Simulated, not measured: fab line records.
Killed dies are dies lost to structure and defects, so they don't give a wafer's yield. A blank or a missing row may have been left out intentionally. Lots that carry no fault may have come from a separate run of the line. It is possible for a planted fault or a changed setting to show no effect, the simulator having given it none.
fab line records + flow sky130
[record]
- lots = 6
- wafers = 16
- lastDay = 50
route steps=708 shown VIA3@590 METAL4@598 CAP2M@603 PAD_OPEN@708
lots that met no fault: from a run of the same line without faults
startH: hours from the record's first day to the start of the lot's first wafer shown + waitH: how many hours have passed since the lot's step before this one + " same as the row above + L1.1+2: a single row standing in for several wafers + - either no value or no given start + * or withheld: withheld + < > ~ a bound
route shown NAME@n: names a module that has steps shown in the file, with the first one's number in the route + usual: mean/standard deviation taken from wafers without a fault + same: alike in all rows + chamber/n: place in a boat + sites: readings site by site + _std_site: standard deviation across them + _edge_site: inner sites' mean taken away from outer sites' mean + radiusMm: how far each site lies from the wafer's centre + mask NAME#n: copy n + behind: the most recent tool/chamber to have shaped the wafer + hold: why the lot went on hold/how many hours it stayed there/how the hold came to an end + device: the n, p or np transistor that did not switch + end of line: at the end of the route, the tests of the same wafers + step lacking rows: just its recipe + killed: at the first sort, the dies lost to defects and structure; wafer yield is something else + map: shows each die of a wafer: x if killed, . if not, _ if none is there
set.NAME: the setting that was run; set.NAME@STEP: the one run at that earlier step + model.NAME: the simulator's own value behind a step, which no gauge read
lots at selected steps of the route; one table per step, one row per wafer
services: when a tool's chamber went out of use (startH, in hours from the record's first day, below 0 if earlier), for how many hours, and the reason
[[steps]]
[step SKY_VIA3_STRIP_17]
[recipe]
- chemistry = postEtchResidueRemover
- timeS = 1200
- tempC = 72.5
[step SKY_VIA3_CLEAN_18]
[recipe]
- chemistry = IPA
- timeS = 180
- tempC = 25
[step SKY_VIA3_CLEAN_19]
[recipe]
- chemistry = O3/DIW
- dry = n2Spin
[step SKY_VIA3_SPUTTER_20]
[recipe]
- material = TiN
- targetThkNm = 20
- chamberPressurePa = 5
- powerW = 4000
- timeS = 80
[step SKY_VIA3_CVD_21]
[recipe]
- material = W
- targetThkNm = 390
- timeS = 117.31
- tempC = 400
- pressureTorr = 40
[step SKY_VIA3_RS_MEAS_22]
[recipe]
- thkMeasGauge = four-point-probe
- reads = W_of_VIA3_CVD_21+TiN_of_VIA3_SPUTTER_20
[usual]
- VIA3_W_RS = 0.2965/0.0028
| lot.wafer | tool         | chamber | startH  | waitH | VIA3_W_RS[ohm/sq] |
|-----------|--------------|---------|---------|-------|-------------------|
| L698.1    | filmMetro-04 | -       | 927.81  | 0.1   | 0.2969            |
| L698.2    | "            | -       | "       | "     | 0.2966            |
| L698.3    | "            | -       | "       | "     | 0.2961            |
| L705.1    | filmMetro-04 | -       | 981.06  | 0.1   | 0.2973            |
| L705.5    | "            | -       | "       | "     | 0.2974            |
| L705.6    | "            | -       | "       | "     | 0.2985            |
| L711.4    | filmMetro-03 | -       | 1019.91 | 0.1   | 0.2960            |
| L711.5    | "            | -       | "       | "     | 0.3008            |
| L713.3    | filmMetro-04 | -       | 1035.78 | 0.2   | 0.2962            |
| L713.5    | "            | -       | "       | "     | 0.2978            |
| L719.1    | filmMetro-04 | -       | 1072.21 | 0.1   | 0.2962            |
| L719.2    | "            | -       | "       | "     | 0.2964            |
| L719.3    | "            | -       | "       | "     | 0.2951            |
| L720.2    | filmMetro-01 | -       | 1077.79 | 0.1   | 0.2891            |
| L720.3    | "            | -       | "       | "     | 0.2918            |
| L720.5    | "            | -       | "       | "     | 0.2923            |
[step SKY_VIA3_THK_MEAS_23]
[recipe]
- thkMeasGauge = xrf
- reads = W_of_VIA3_CVD_21
[usual]
- VIA3_W_THK = 385/4.9
| lot.wafer | tool         | chamber | startH  | waitH | VIA3_W_THK[nm] |
|-----------|--------------|---------|---------|-------|----------------|
| L698.1    | filmMetro-04 | -       | 927.93  | 0.1   | 386            |
| L698.2    | "            | -       | "       | "     | 390            |
| L698.3    | "            | -       | "       | "     | 390            |
| L705.1    | filmMetro-04 | -       | 981.18  | 0.1   | 391            |
| L705.5    | "            | -       | "       | "     | 387            |
| L705.6    | "            | -       | "       | "     | 387            |
| L711.4    | filmMetro-03 | -       | 1020.00 | 0.1   | 385            |
| L711.5    | "            | -       | "       | "     | 379            |
| L713.3    | filmMetro-04 | -       | 1035.88 | 0.1   | 385            |
| L713.5    | "            | -       | "       | "     | 383            |
| L719.1    | filmMetro-04 | -       | 1072.33 | 0.1   | 390            |
| L719.2    | "            | -       | "       | "     | 389            |
| L719.3    | "            | -       | "       | "     | 392            |
| L720.2    | filmMetro-01 | -       | 1077.90 | 0.1   | 394            |
| L720.3    | "            | -       | "       | "     | 387            |
| L720.5    | "            | -       | "       | "     | 386            |
[step SKY_VIA3_CMP_24]
[recipe]
- stopOn = SiO2
- tOverpolishS = 20
- downForcePsi = 3.5
- platenRpm = 60
- targetThkNm = 0
- padVelocityMS = 0.94248
[usual]
- motorCurrentA = 11.5/0.96
- overpolishRunS = 19.999/0.0089
- retainingRingPressureFrac = 1.000/0.0053
- slurryFilterDpKPa = 13.49/0.12
- timeToEndpointS = 94/3.5
| lot.wafer | tool   | chamber | startH  | waitH | motorCurrentA | overpolishRunS | retainingRingPressureFrac | slurryFilterDpKPa | timeToEndpointS |
|-----------|--------|---------|---------|-------|---------------|----------------|---------------------------|-------------------|-----------------|
| L698.2    | cmp-02 | 1       | 927.99  | 0.0   | 10.9          | 20.007         | 1.000                     | 13.58             | 93              |
| L698.3    | "      | 3       | "       | "     | 12.0          | 19.994         | 1.000                     | 13.61             | 90              |
| L698.1    | "      | 0       | "       | "     | 9.8           | 19.999         | 0.997                     | 13.69             | 90              |
| L705.1    | cmp-01 | 0       | 981.24  | 0.1   | 11.8          | 20.011         | 0.994                     | 13.36             | 93              |
| L705.6    | "      | 0       | "       | "     | 12.6          | 19.986         | 1.002                     | 13.64             | 90              |
| L705.5    | "      | 1       | "       | "     | 12.2          | 20.003         | 0.995                     | 13.19             | 91              |
| L711.4    | cmp-01 | 2       | 1020.18 | 0.2   | 10.7          | 20.000         | 1.012                     | 13.48             | 92              |
| L711.5    | "      | 0       | "       | "     | 12.0          | 20.007         | 0.997                     | 13.61             | 92              |
| L713.3    | cmp-01 | 3       | 1036.02 | 0.1   | 10.6          | 19.991         | 0.996                     | 13.48             | 94              |
| L713.5    | "      | 2       | "       | "     | 10.8          | 19.987         | 1.007                     | 13.45             | 92              |
| L719.2    | cmp-01 | 2       | 1072.54 | 0.2   | 10.5          | 20.000         | 0.995                     | 13.59             | 99              |
| L719.3    | "      | 3       | "       | "     | 10.8          | 19.996         | 0.994                     | 13.42             | 101             |
| L719.1    | "      | 0       | "       | "     | 12.5          | 19.998         | 1.003                     | 13.34             | 97              |
| L720.2    | cmp-01 | 3       | 1078.00 | 0.1   | 11.2          | 20.010         | 1.002                     | 13.39             | 100             |
| L720.3    | "      | 0       | "       | "     | 12.4          | 19.995         | 0.997                     | 13.68             | 98              |
| L720.5    | "      | 2       | "       | "     | 10.7          | 19.996         | 1.003                     | 13.34             | 99              |
[step SKY_METAL4_SPUTTER_00]
[recipe]
- material = Ti
- targetThkNm = 15
- powerW = 3000
- timeS = 10
- chamberPressurePa = 0.4
[usual]
- throttleValvePct = 29.7/0.88
| lot.wafer | tool          | chamber | startH  | waitH | throttleValvePct |
|-----------|---------------|---------|---------|-------|------------------|
| L698.1    | pvdSputter-04 | -       | 928.29  | 0.1   | 28.8             |
| L698.2    | "             | -       | "       | "     | 29.4             |
| L698.3    | "             | -       | "       | "     | 29.2             |
| L705.1    | pvdSputter-01 | -       | 981.54  | 0.2   | 29.3             |
| L705.5    | "             | -       | "       | "     | 31.3             |
| L705.6    | "             | -       | "       | "     | 29.2             |
| L711.4    | pvdSputter-04 | -       | 1020.33 | 0.1   | 29.1             |
| L711.5    | "             | -       | "       | "     | 28.5             |
| L713.3    | pvdSputter-04 | -       | 1036.22 | 0.1   | 29.5             |
| L713.5    | "             | -       | "       | "     | 30.6             |
| L719.1    | pvdSputter-03 | -       | 1072.79 | 0.1   | 30.1             |
| L719.2    | "             | -       | "       | "     | 31.3             |
| L719.3    | "             | -       | "       | "     | 28.9             |
| L720.2    | pvdSputter-03 | -       | 1078.25 | 0.2   | 30.0             |
| L720.3    | "             | -       | "       | "     | 31.0             |
| L720.5    | "             | -       | "       | "     | 31.4             |
[step SKY_METAL4_SPUTTER_01]
[recipe]
- material = TiN
- targetThkNm = 20
- powerW = 6500
- timeS = 16.7
- chamberPressurePa = 0.4
[usual]
- throttleValvePct = 29.7/0.87
| lot.wafer | tool          | chamber | startH  | waitH | throttleValvePct |
|-----------|---------------|---------|---------|-------|------------------|
| L698.1    | pvdSputter-04 | -       | 928.32  | 0.0   | 29.0             |
| L698.2    | "             | -       | "       | "     | 29.5             |
| L698.3    | "             | -       | "       | "     | 29.2             |
| L705.1    | pvdSputter-01 | -       | 981.56  | 0.0   | 29.1             |
| L705.5    | "             | -       | "       | "     | 31.3             |
| L705.6    | "             | -       | "       | "     | 29.4             |
| L711.4    | pvdSputter-04 | -       | 1020.35 | 0.0   | 29.3             |
| L711.5    | "             | -       | "       | "     | 28.6             |
| L713.3    | pvdSputter-04 | -       | 1036.24 | 0.0   | 29.3             |
| L713.5    | "             | -       | "       | "     | 30.4             |
| L719.1    | pvdSputter-03 | -       | 1072.81 | 0.0   | 30.0             |
| L719.2    | "             | -       | "       | "     | 31.4             |
| L719.3    | "             | -       | "       | "     | 28.7             |
| L720.2    | pvdSputter-03 | -       | 1078.28 | 0.0   | 30.2             |
| L720.3    | "             | -       | "       | "     | 31.3             |
| L720.5    | "             | -       | "       | "     | 31.6             |
[step SKY_METAL4_SPUTTER_02]
[recipe]
- material = AlCu
- targetThkNm = 735
- powerW = 10600
- timeS = 39.1
- chamberPressurePa = 0.4
[usual]
- throttleValvePct = 29.7/0.85
| lot.wafer | tool          | chamber | startH  | waitH | throttleValvePct |
|-----------|---------------|---------|---------|-------|------------------|
| L698.1    | pvdSputter-04 | -       | 928.34  | 0.0   | 28.7             |
| L698.2    | "             | -       | "       | "     | 29.5             |
| L698.3    | "             | -       | "       | "     | 28.9             |
| L705.1    | pvdSputter-01 | -       | 981.58  | 0.0   | 29.4             |
| L705.5    | "             | -       | "       | "     | 31.0             |
| L705.6    | "             | -       | "       | "     | 29.7             |
| L711.4    | pvdSputter-04 | -       | 1020.37 | 0.0   | 29.3             |
| L711.5    | "             | -       | "       | "     | 28.7             |
| L713.3    | pvdSputter-04 | -       | 1036.26 | 0.0   | 29.6             |
| L713.5    | "             | -       | "       | "     | 30.3             |
| L719.1    | pvdSputter-03 | -       | 1072.83 | 0.0   | 30.0             |
| L719.2    | "             | -       | "       | "     | 31.3             |
| L719.3    | "             | -       | "       | "     | 28.7             |
| L720.2    | pvdSputter-03 | -       | 1078.30 | 0.0   | 29.8             |
| L720.3    | "             | -       | "       | "     | 31.6             |
| L720.5    | "             | -       | "       | "     | 31.4             |
[step SKY_METAL4_SPUTTER_03]
[recipe]
- material = Ti
- targetThkNm = 5
- powerW = 3000
- timeS = 3.3
- chamberPressurePa = 0.4
[step SKY_METAL4_SPUTTER_04]
[recipe]
- material = TiN
- targetThkNm = 70
- powerW = 6500
- timeS = 58.3
- chamberPressurePa = 0.4
[usual]
- throttleValvePct = 29.8/0.87
| lot.wafer | tool          | chamber | startH  | waitH | throttleValvePct | model.TiN_of_METAL4_SPUTTER_04.thkNm |
|-----------|---------------|---------|---------|-------|------------------|--------------------------------------|
| L698.1    | pvdSputter-04 | -       | 928.40  | 0.0   | 28.6             | 69.16                                |
| L698.2    | "             | -       | "       | "     | 29.2             | 69.82                                |
| L698.3    | "             | -       | "       | "     | 28.7             | 69.59                                |
| L705.1    | pvdSputter-01 | -       | 981.64  | 0.0   | 29.6             | 70.09                                |
| L705.5    | "             | -       | "       | "     | 31.3             | 70.16                                |
| L705.6    | "             | -       | "       | "     | 29.7             | 69.87                                |
| L711.4    | pvdSputter-04 | -       | 1020.43 | 0.0   | 29.1             | 69.99                                |
| L711.5    | "             | -       | "       | "     | 28.9             | 76.18                                |
| L713.3    | pvdSputter-04 | -       | 1036.32 | 0.0   | 29.4             | 69.59                                |
| L713.5    | "             | -       | "       | "     | 30.6             | 74.86                                |
| L719.1    | pvdSputter-03 | -       | 1072.89 | 0.0   | 30.1             | 69.14                                |
| L719.2    | "             | -       | "       | "     | 31.6             | 69.7                                 |
| L719.3    | "             | -       | "       | "     | 29.0             | 69.7                                 |
| L720.2    | pvdSputter-03 | -       | 1078.36 | 0.0   | 30.2             | 71.49                                |
| L720.3    | "             | -       | "       | "     | 31.6             | 71.37                                |
| L720.5    | "             | -       | "       | "     | 31.3             | 72.01                                |
[step SKY_CAP2M_CVD_00]
[recipe]
- material = SiO2
- targetThkNm = 15.5
- tempC = 400
- timeS = withheld
- rfW = 450
[usual]
- heaterPowerW = 695/90
| lot.wafer | tool     | chamber | startH  | waitH | heaterPowerW |
|-----------|----------|---------|---------|-------|--------------|
| L698.1    | pecvd-04 | 0       | 928.45  | 0.0   | 691          |
| L698.2    | "        | 2       | "       | "     | 625          |
| L698.3    | "        | 1       | "       | "     | 776          |
| L705.1    | pecvd-03 | 0       | 981.69  | 0.0   | 817          |
| L705.5    | "        | 1       | "       | "     | 618          |
| L705.6    | "        | 0       | "       | "     | 836          |
| L711.4    | pecvd-01 | 0       | 1020.49 | 0.0   | 551          |
| L711.5    | "        | 1       | "       | "     | 734          |
| L713.3    | pecvd-01 | 2       | 1036.37 | 0.0   | 775          |
| L713.5    | "        | 2       | "       | "     | 774          |
| L719.1    | pecvd-01 | 1       | 1072.94 | 0.0   | 778          |
| L719.2    | "        | 2       | "       | "     | 808          |
| L719.3    | "        | 0       | "       | "     | 635          |
| L720.2    | pecvd-03 | 1       | 1078.41 | 0.0   | 624          |
| L720.3    | "        | 2       | "       | "     | 615          |
| L720.5    | "        | 1       | "       | "     | 625          |
[step SKY_PAD_OPEN_PROBE_99]
[usual]
- defectLimitedYield = 82.8/2
- killed_at_M0_to_M3 = 42/7.3
- killed_at_M4_up = 3.2/1.8
- killedAtContacts = 25/5.2
- killedAtFrontEnd = 15/4.6
- killedAtOther = 0.3/0.62
- killedDies = 85/9.9
- killedOpen = 46/7.1
- killedShort = 38/5.7
- sort_bin_3_pad_short = 0.9/0.42
- sort_bin_5_function = 10.0/1.5
- sort_bin_6_memory = 6.3/1.2
- sortNPass = 407/9.9
- sortYieldPct = 82.8/2
[same]
- grossDies = 492
- killedAtBackSide = 0
- sort_bin_4_leakage[%] = 0
- sort_bin_8_speed[%] = 0
| lot.wafer | tool      | chamber | startH  | waitH | defectLimitedYield[%] | killed_at_M0_to_M3 | killed_at_M4_up | killedAtContacts | killedAtFrontEnd | killedAtOther | killedDies | killedOpen | killedShort | sort_bin_3_pad_short[%] | sort_bin_5_function[%] | sort_bin_6_memory[%] | sortNPass | sortYieldPct[%] |
|-----------|-----------|---------|---------|-------|-----------------------|--------------------|-----------------|------------------|------------------|---------------|------------|------------|-------------|-------------------------|------------------------|----------------------|-----------|-----------------|
| L711.4    | prober-01 | -       | 1151.86 | 0.2   | 80.9                  | 54                 | 5               | 19               | 14               | 2             | 94         | 50         | 44          | 0.6                     | 12.4                   | 6.1                  | 398       | 80.9            |
| L711.5    | prober-01 | -       | 1151.91 | 0.2   | 83.9                  | 47                 | 3               | 13               | 16               | 0             | 79         | 42         | 37          | 0.8                     | 9.6                    | 5.7                  | 413       | 83.9            |
| L713.3    | prober-01 | -       | 1165.15 | 0.2   | 83.5                  | 38                 | 3               | 26               | 14               | 0             | 81         | 48         | 33          | 1.0                     | 8.9                    | 6.5                  | 411       | 83.5            |
| L713.5    | prober-01 | -       | 1165.25 | 0.2   | 82.7                  | 49                 | 1               | 28               | 7                | 0             | 85         | 50         | 35          | 0.4                     | 9.6                    | 7.3                  | 407       | 82.7            |
// killed by level:class
L711.4 METAL1:geometricParticle:short=10 VIA1:geometricParticle:open=10 VIA2:geometricParticle:open=9 CONTACT:geometricParticle:open=6 FIELD_ISO:geometricParticle:open=5 LI_CONTACT:geometricParticle:open=5 METAL2:geometricParticle:short=5 VIA3:geometricParticle:open=5
L711.5 VIA2:geometricParticle:open=10 VIA1:geometricParticle:open=8 FIELD_ISO:geometricParticle:short=7 CONTACT:geometricParticle:open=5 METAL2:geometricParticle:short=5 METAL3:geometricParticle:short=5 METAL1:geometricParticle:short=4 VIA3:geometricParticle:open=4
L713.3 CONTACT:geometricParticle:open=10 VIA2:geometricParticle:open=9 LI_CONTACT:geometricParticle:open=7 VIA3:geometricParticle:open=5 LOCAL_INTERCONNECT:geometricParticle:short=4 METAL1:geometricParticle:short=4 METAL2:geometricParticle:short=4 FIELD_ISO:geometricParticle:short=3
L713.5 VIA1:geometricParticle:open=14 CONTACT:geometricParticle:open=10 VIA1:geometricParticle:short=9 LI_CONTACT:geometricParticle:open=8 VIA2:geometricParticle:open=7 LOCAL_INTERCONNECT:geometricParticle:short=5 METAL2:geometricParticle:short=4 VIA3:geometricParticle:open=4
[[services]]
| tool          | chamber | startH  | hours | kind          |
|---------------|---------|---------|-------|---------------|
| pecvd-03      | -       | 906.20  | 0.3   | repair        |
| pvdSputter-01 | -       | 910.63  | 2.9   | repair        |
| cmp-02        | -       | 912.29  | 4.0   | pm            |
| pvdSputter-01 | -       | 912.49  | 22.8  | repair        |
| pecvd-03      | -       | 924.34  | 16.4  | repair        |
| cmp-01        | -       | 938.14  | 0.5   | repair        |
| pecvd-01      | -       | 946.48  | 3.1   | repair        |
| pecvd-01      | 0       | 953.67  | -     | calibration   |
| cmp-02        | -       | 957.93  | 1.7   | repair        |
| cmp-02        | -       | 958.45  | 1.7   | repair        |
| pvdSputter-03 | -       | 967.12  | 17.7  | repair        |
| cmp-01        | -       | 972.55  | 0.3   | repair        |
| pecvd-01      | -       | 972.82  | 3.1   | repair        |
| cmp-02        | -       | 982.22  | 1.4   | repair        |
| cmp-01        | -       | 982.47  | 0.2   | repair        |
| cmp-02        | -       | 985.74  | 4.4   | pm            |
| pecvd-01      | -       | 1000.63 | 6.0   | pm            |
| pecvd-01      | 0       | 1013.20 | 5.5   | scheduledDown |
| pvdSputter-01 | -       | 1015.43 | 6.1   | repair        |
| pecvd-01      | -       | 1025.28 | 2.8   | pm            |
| pvdSputter-03 | -       | 1038.49 | 1.9   | repair        |
| cmp-01        | -       | 1041.18 | 0.8   | repair        |
| cmp-02        | -       | 1068.33 | 1.0   | repair        |
| cmp-02        | -       | 1075.59 | 1.2   | repair        |
[[key]]
firstSign none at tools or gauges
[modelEffect]
- step = SKY_METAL4_SPUTTER_04
- value = TiN_of_METAL4_SPUTTER_04.thkNm
- without = 69.53
- struck = 75.52
metAt SKY_METAL4_SPUTTER_04
struckWafers L711.5,L713.5
onsetBetween 928.40 1020.43
[fault]
- kind = processParameterDrift
- tool = pvdSputter-04
- chamber = -
- onsetH = 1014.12
- steps = SKY_METAL4_SPUTTER_04
- channel = timeS
- offset = *
- shape = step
- endH = 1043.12
- scope = struckWafersOnly
- actsIn = *
- stated = *
